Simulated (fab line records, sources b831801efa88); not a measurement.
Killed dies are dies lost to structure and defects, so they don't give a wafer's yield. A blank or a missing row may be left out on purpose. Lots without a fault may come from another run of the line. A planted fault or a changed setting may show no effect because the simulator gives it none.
Chamber matching | flow gf180mcu | GF_V5_CMP_04 on cmp-02: 4 sister chambers
The step polishes SiO2. 18 wafers are shown with their chamber, then 9 later ones without.

WAFERS WITH THEIR CHAMBER
wafer  | chamber | motor_current_A (A) | slurry_flow_ml_min | retaining_ring_pressure_frac
L478.1 | 2       | 9.9                 | 150.1              | 1.014
L478.4 | 1       | 12.6                | 150.0              | 1.000
L478.6 | 2       | 10.1                | 149.7              | 1.010
L479.1 | 0       | 10.9                | 149.7              | 1.005
L479.2 | 2       | 9.7                 | 150.6              | 0.998
L479.4 | 3       | 11.8                | 150.2              | 0.998
L480.1 | 3       | 11.9                | 149.9              | 1.003
L480.2 | 2       | 9.9                 | 150.5              | 1.005
L480.4 | 1       | 13.0                | 149.9              | 1.000
L482.1 | 0       | 11.0                | 150.4              | 1.008
L482.4 | 3       | 12.0                | 150.3              | 1.005
L482.5 | 3       | 11.2                | 150.4              | 0.998
L483.1 | 2       | 10.1                | 150.4              | 0.999
L483.2 | 1       | 13.1                | 149.6              | 1.004
L483.3 | 0       | 11.4                | 150.1              | 1.009
L486.2 | 3       | 11.5                | 150.0              | 1.004
L486.4 | 0       | 11.4                | 150.3              | 0.999
L486.6 | 0       | 11.0                | 150.2              | 0.999

SIGNATURES (means of the wafers above)
reading                      | chamber 0 | chamber 1 | chamber 2 | chamber 3 | scatter within a chamber
motor_current_A              | 11.140    | 12.900    | 9.940     | 11.680    | 0.255
slurry_flow_ml_min           | 150.140   | 149.833   | 150.260   | 150.160   | 0.278
retaining_ring_pressure_frac | 1.00400   | 1.00133   | 1.00520   | 1.00160   | 0.00492
Rule: a wafer's distance from a chamber is the root of the sum, over the readings, of the square of ((its reading less the chamber's mean) divided by the reading's scatter). The wafer belongs to the nearest chamber; if the next one is less than 2 further off, it can't be placed. The scatter: the root of (the sum of the squares of (reading less its chamber's mean) over the shown wafers, divided by (wafers less chambers)).

WAFERS WITHOUT THEIR CHAMBER
wafer  | motor_current_A (A) | slurry_flow_ml_min | retaining_ring_pressure_frac
L488.1 | 12.6                | 150.0              | 1.002
L488.5 | 9.9                 | 150.5              | 1.006
L488.6 | 11.4                | 150.0              | 0.997
L493.1 | 12.5                | 149.4              | 1.000
L493.3 | 10.2                | 149.9              | 0.999
L493.5 | 11.0                | 150.7              | 0.997
L500.1 | 10.0                | 150.3              | 1.004
L500.3 | 11.4                | 149.9              | 0.995
L500.4 | 12.6                | 149.8              | 0.995

WHICH CHAMBER EACH WENT THROUGH
wafer  | from the rows above     | in truth
L488.1 | 1                       | 1
L488.5 | 2                       | 2
L488.6 | can't be placed: 3 or 0 | 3
L493.1 | 1                       | 1
L493.3 | can't be placed: 2 or 0 | 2
L493.5 | can't be placed: 0 or 3 | 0
L500.1 | 2                       | 2
L500.3 | can't be placed: 3 or 0 | 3
L500.4 | 1                       | 1
Placed correctly: 5 of 9. Can't be placed from these rows: 4 (the true chamber is among the candidates in 4). Placed wrongly: 0.
